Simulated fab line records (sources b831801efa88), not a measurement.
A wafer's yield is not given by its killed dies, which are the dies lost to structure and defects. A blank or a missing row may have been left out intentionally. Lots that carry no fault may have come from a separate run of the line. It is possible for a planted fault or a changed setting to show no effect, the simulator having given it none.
Which tool did it? || flow gf180mcu || Sampling: 13 lots, 39 wafers, 4 of 602 route steps

WHAT THE GAUGES READ, wafer by wafer
GF_HV_LDD_TW_MEAS_38. Usual: HV_LDD_3_TW 1429, standard deviation 14.
{"lot": "L610", "measured": "day 11 08:58", "on": "filmMetro-02", "HV_LDD_3_TW": "1407 1411 1407", "flag": ""}
{"lot": "L612", "measured": "day 12 04:48", "on": "filmMetro-03", "HV_LDD_3_TW": "1440 1449 1446", "flag": ""}
{"lot": "L615", "measured": "day 13 06:28", "on": "filmMetro-01", "HV_LDD_3_TW": "1428 1428 1427", "flag": ""}
{"lot": "L616", "measured": "day 13 07:48", "on": "filmMetro-03", "HV_LDD_3_TW": "1449 1439 1435", "flag": ""}
{"lot": "L617", "measured": "day 13 21:06", "on": "filmMetro-03", "HV_LDD_3_TW": "1439 1441 1439", "flag": ""}
{"lot": "L619", "measured": "day 15 04:32", "on": "filmMetro-01", "HV_LDD_3_TW": "1431 1437 1432", "flag": ""}
{"lot": "L622", "measured": "day 15 21:12", "on": "filmMetro-02", "HV_LDD_3_TW": "1418 1403 1417", "flag": ""}
{"lot": "L626", "measured": "day 17 02:44", "on": "filmMetro-03", "HV_LDD_3_TW": "1447 1437 1438", "flag": ""}
{"lot": "L628", "measured": "day 17 08:17", "on": "filmMetro-03", "HV_LDD_3_TW": "1437 1444 1439", "flag": ""}
{"lot": "L627", "measured": "day 17 08:27", "on": "filmMetro-01", "HV_LDD_3_TW": "1435 1430 1442", "flag": ""}
{"lot": "L630", "measured": "day 18 05:19", "on": "filmMetro-02", "HV_LDD_3_TW": "1399 1397 1395", "flag": ""}
{"lot": "L631", "measured": "day 18 21:29", "on": "filmMetro-03", "HV_LDD_3_TW": "1430 1429 1430", "flag": ""}
{"lot": "L632", "measured": "day 18 21:35", "on": "filmMetro-02", "HV_LDD_3_TW": "1388 1402 1399", "flag": ""}

GF_SAB_THK_MEAS_01. Usual: SAB_CVD_00_THK 49.9 nm, standard deviation 0.73.
{"lot": "L610", "measured": "day 13 23:43", "on": "filmMetro-01", "SAB_CVD_00_THK (nm)": "49.1 49.5 51.0", "flag": ""}
{"lot": "L612", "measured": "day 14 21:37", "on": "filmMetro-02", "SAB_CVD_00_THK (nm)": "49.4 49.2 49.5", "flag": ""}
{"lot": "L615", "measured": "day 16 06:56", "on": "filmMetro-02", "SAB_CVD_00_THK (nm)": "50.3 51.2 50.3", "flag": ""}
{"lot": "L616", "measured": "day 16 06:43", "on": "filmMetro-02", "SAB_CVD_00_THK (nm)": "50.3 50.9 50.9", "flag": ""}
{"lot": "L617", "measured": "day 16 21:45", "on": "filmMetro-04", "SAB_CVD_00_THK (nm)": "50.5 50.6 50.8", "flag": ""}
{"lot": "L619", "measured": "day 18 03:25", "on": "filmMetro-04", "SAB_CVD_00_THK (nm)": "50.0 51.3 51.2", "flag": ""}
{"lot": "L622", "measured": "day 18 23:53", "on": "filmMetro-04", "SAB_CVD_00_THK (nm)": "38.7 40.0 40.0 38.8 39.9 39.9", "flag": "OFF"}
{"lot": "L626", "measured": "day 20 06:22", "on": "filmMetro-04", "SAB_CVD_00_THK (nm)": "39.7 40.6 40.7 39.7 40.6 40.7", "flag": "OFF"}
{"lot": "L628", "measured": "day 20 10:55", "on": "filmMetro-04", "SAB_CVD_00_THK (nm)": "49.2 49.2 50.2", "flag": ""}
{"lot": "L627", "measured": "day 20 11:49", "on": "filmMetro-02", "SAB_CVD_00_THK (nm)": "49.4 49.2 49.4", "flag": ""}
{"lot": "L630", "measured": "day 21 09:37", "on": "filmMetro-04", "SAB_CVD_00_THK (nm)": "49.7 48.9 50.2", "flag": ""}
{"lot": "L631", "measured": "day 22 00:58", "on": "filmMetro-02", "SAB_CVD_00_THK (nm)": "48.7 50.7 49.3", "flag": ""}
{"lot": "L632", "measured": "day 22 01:58", "on": "filmMetro-02", "SAB_CVD_00_THK (nm)": "49.2 50.0 50.2", "flag": ""}

WHICH TOOL RAN EACH LOT (tool, then ch and the chambers of the sampled wafers, then the start)
{"lot": "L610", "GF_PSD_STRIP_10": "plasmaAsher-04 ch 0,1, day 13 23:09", "GF_SAB_CVD_00": "pecvd-02 ch 0,1,2, day 13 23:41"}
{"lot": "L612", "GF_PSD_STRIP_10": "plasmaAsher-02 ch 0,1, day 14 21:03", "GF_SAB_CVD_00": "pecvd-04 ch 0,2, day 14 21:35"}
{"lot": "L615", "GF_PSD_STRIP_10": "plasmaAsher-03 ch 0,1, day 16 06:22", "GF_SAB_CVD_00": "pecvd-02 ch 0,1, day 16 06:55"}
{"lot": "L616", "GF_PSD_STRIP_10": "plasmaAsher-04 ch 0,1, day 16 06:11", "GF_SAB_CVD_00": "pecvd-02 ch 0,2, day 16 06:41"}
{"lot": "L617", "GF_PSD_STRIP_10": "plasmaAsher-04 ch 0,1, day 16 21:12", "GF_SAB_CVD_00": "pecvd-04 ch 0,1,2, day 16 21:44"}
{"lot": "L619", "GF_PSD_STRIP_10": "plasmaAsher-03 ch 0,1, day 18 02:51", "GF_SAB_CVD_00": "pecvd-04 ch 0,1, day 18 03:23"}
{"lot": "L622", "GF_PSD_STRIP_10": "plasmaAsher-02 ch 0,1, day 18 23:18", "GF_SAB_CVD_00": "pecvd-04 ch 1,2, day 18 23:51"}
{"lot": "L626", "GF_PSD_STRIP_10": "plasmaAsher-02 ch 0,1, day 20 05:48", "GF_SAB_CVD_00": "pecvd-04 ch 0,1,2, day 20 06:20"}
{"lot": "L628", "GF_PSD_STRIP_10": "plasmaAsher-03 ch 0,1, day 20 10:18", "GF_SAB_CVD_00": "pecvd-02 ch 1,2, day 20 10:53"}
{"lot": "L627", "GF_PSD_STRIP_10": "plasmaAsher-02 ch 0,1, day 20 11:15", "GF_SAB_CVD_00": "pecvd-03 ch 0,2, day 20 11:47"}
{"lot": "L630", "GF_PSD_STRIP_10": "plasmaAsher-03 ch 0,1, day 21 09:03", "GF_SAB_CVD_00": "pecvd-03 ch 1,2, day 21 09:35"}
{"lot": "L631", "GF_PSD_STRIP_10": "plasmaAsher-04 ch 0,1, day 22 00:24", "GF_SAB_CVD_00": "pecvd-02 ch 0,1, day 22 00:56"}
{"lot": "L632", "GF_PSD_STRIP_10": "plasmaAsher-03 ch 0,1, day 22 01:24", "GF_SAB_CVD_00": "pecvd-02 ch 0,1, day 22 01:56"}
- GF_PSD_STRIP_10: strips in O2/N2.
- GF_SAB_CVD_00: deposits SiO2 from TEOS, target thk 50 nm, time 4.9302 s.

AS READ BY THE TOOLS THEMSELVES (means over the sampled wafers that have a number; for cases with no such wafer, the mark the record gives instead)
GF_PSD_STRIP_10. Usual: drypumpMotorCurrentA 5.9 A, standard deviation 0.51; heaterPowerW 319 W, standard deviation 18; n2FlowSccm 300.0 sccm, standard deviation 1; oesProductAu 0.592 a.u., standard deviation 0.005; stripTimeToEndpointS 16.51 s, standard deviation 0.041.
{"lot": "L610", "tool": "plasmaAsher-04", "drypumpMotorCurrentA (A)": 5.5, "heaterPowerW (W)": 309, "n2FlowSccm (sccm)": 299.8, "oesProductAu (a.u.)": 0.594, "stripTimeToEndpointS (s)": 16.53, "flag": ""}
{"lot": "L612", "tool": "plasmaAsher-02", "drypumpMotorCurrentA (A)": 5.9, "heaterPowerW (W)": 315, "n2FlowSccm (sccm)": 299.8, "oesProductAu (a.u.)": 0.592, "stripTimeToEndpointS (s)": 16.49, "flag": ""}
{"lot": "L615", "tool": "plasmaAsher-03", "drypumpMotorCurrentA (A)": 6.5, "heaterPowerW (W)": 343, "n2FlowSccm (sccm)": 298.3, "oesProductAu (a.u.)": 0.591, "stripTimeToEndpointS (s)": 16.50, "flag": ""}
{"lot": "L616", "tool": "plasmaAsher-04", "drypumpMotorCurrentA (A)": 5.5, "heaterPowerW (W)": 311, "n2FlowSccm (sccm)": 298.6, "oesProductAu (a.u.)": 0.594, "stripTimeToEndpointS (s)": 16.45, "flag": ""}
{"lot": "L617", "tool": "plasmaAsher-04", "drypumpMotorCurrentA (A)": 5.5, "heaterPowerW (W)": 313, "n2FlowSccm (sccm)": 299.7, "oesProductAu (a.u.)": 0.591, "stripTimeToEndpointS (s)": 16.45, "flag": ""}
{"lot": "L619", "tool": "plasmaAsher-03", "drypumpMotorCurrentA (A)": 6.4, "heaterPowerW (W)": 335, "n2FlowSccm (sccm)": 299.2, "oesProductAu (a.u.)": 0.596, "stripTimeToEndpointS (s)": 16.52, "flag": ""}
{"lot": "L622", "tool": "plasmaAsher-02", "drypumpMotorCurrentA (A)": 6.2, "heaterPowerW (W)": 307, "n2FlowSccm (sccm)": 298.8, "oesProductAu (a.u.)": 0.590, "stripTimeToEndpointS (s)": 16.52, "flag": ""}
{"lot": "L626", "tool": "plasmaAsher-02", "drypumpMotorCurrentA (A)": 6.2, "heaterPowerW (W)": 312, "n2FlowSccm (sccm)": 300.1, "oesProductAu (a.u.)": 0.590, "stripTimeToEndpointS (s)": 16.58, "flag": ""}
{"lot": "L628", "tool": "plasmaAsher-03", "drypumpMotorCurrentA (A)": 6.5, "heaterPowerW (W)": 346, "n2FlowSccm (sccm)": 301.3, "oesProductAu (a.u.)": 0.589, "stripTimeToEndpointS (s)": 16.55, "flag": ""}
{"lot": "L627", "tool": "plasmaAsher-02", "drypumpMotorCurrentA (A)": 6.2, "heaterPowerW (W)": 305, "n2FlowSccm (sccm)": 300.5, "oesProductAu (a.u.)": 0.593, "stripTimeToEndpointS (s)": 16.47, "flag": ""}
{"lot": "L630", "tool": "plasmaAsher-03", "drypumpMotorCurrentA (A)": 6.1, "heaterPowerW (W)": 325, "n2FlowSccm (sccm)": 300.3, "oesProductAu (a.u.)": 0.591, "stripTimeToEndpointS (s)": 16.49, "flag": ""}
{"lot": "L631", "tool": "plasmaAsher-04", "drypumpMotorCurrentA (A)": 5.5, "heaterPowerW (W)": 314, "n2FlowSccm (sccm)": 299.5, "oesProductAu (a.u.)": 0.593, "stripTimeToEndpointS (s)": 16.50, "flag": ""}
{"lot": "L632", "tool": "plasmaAsher-03", "drypumpMotorCurrentA (A)": 6.5, "heaterPowerW (W)": 343, "n2FlowSccm (sccm)": 299.9, "oesProductAu (a.u.)": 0.597, "stripTimeToEndpointS (s)": 16.57, "flag": ""}

GF_SAB_CVD_00. Usual: heaterPowerOuterW 394 W, standard deviation 88; heaterPowerW 679 W, standard deviation 130.
{"lot": "L610", "tool": "pecvd-02", "heaterPowerOuterW (W)": 410, "heaterPowerW (W)": 694, "flag": ""}
{"lot": "L612", "tool": "pecvd-04", "heaterPowerOuterW (W)": 331, "heaterPowerW (W)": 558, "flag": ""}
{"lot": "L615", "tool": "pecvd-02", "heaterPowerOuterW (W)": 402, "heaterPowerW (W)": 708, "flag": ""}
{"lot": "L616", "tool": "pecvd-02", "heaterPowerOuterW (W)": 446, "heaterPowerW (W)": 757, "flag": ""}
{"lot": "L617", "tool": "pecvd-04", "heaterPowerOuterW (W)": 332, "heaterPowerW (W)": 577, "flag": ""}
{"lot": "L619", "tool": "pecvd-04", "heaterPowerOuterW (W)": 336, "heaterPowerW (W)": 583, "flag": ""}
{"lot": "L622", "tool": "pecvd-04", "heaterPowerOuterW (W)": 340, "heaterPowerW (W)": 585, "flag": ""}
{"lot": "L626", "tool": "pecvd-04", "heaterPowerOuterW (W)": 305, "heaterPowerW (W)": 527, "flag": ""}
{"lot": "L628", "tool": "pecvd-02", "heaterPowerOuterW (W)": 408, "heaterPowerW (W)": 666, "flag": ""}
{"lot": "L627", "tool": "pecvd-03", "heaterPowerOuterW (W)": 411, "heaterPowerW (W)": 750, "flag": ""}
{"lot": "L630", "tool": "pecvd-03", "heaterPowerOuterW (W)": 317, "heaterPowerW (W)": 609, "flag": ""}
{"lot": "L631", "tool": "pecvd-02", "heaterPowerOuterW (W)": 451, "heaterPowerW (W)": 778, "flag": ""}
{"lot": "L632", "tool": "pecvd-02", "heaterPowerOuterW (W)": 493, "heaterPowerW (W)": 822, "flag": ""}

THE ANSWER, worked out from the rows above alone
Rule: a lot is off if the mean of its wafers that have a number lies more than 3 standard deviations from the usual mean. Also off: a lot with no number at a reading for which 4 or more lots have one. All remaining lots with rows at the step are treated as sound. The gauges are gone through in route order, then the tools' own readings, and for those a lot's mean is taken as printed above. The first step at which some lot is off is used, and at that step the reading that is off furthest; a lot without a number counts as furthest.
Off: L622, L626, seen at GF_SAB_THK_MEAS_01 (SAB_CVD_00_THK).
If a tool, at a process step before that reading, ran all the lots that are off and no sound lot after the first of them, it fits. The gauges at GF_SAB_THK_MEAS_01 are tried like those tools. One fits: pecvd-04 at GF_SAB_CVD_00. A fault onset in the window from L619 (day 18 03:23, its last sound lot) to L622 (day 18 23:51, its first lot off) fits.

WHAT HAD BEEN PUT IN BY THE SIMULATOR
Site profile drift: pecvd-04, from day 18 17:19 on, at GF_SAB_CVD_00. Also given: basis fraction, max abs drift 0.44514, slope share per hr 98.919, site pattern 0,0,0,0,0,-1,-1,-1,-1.
Shown lots that were struck: L622, L626. This agrees with what the rule above found.
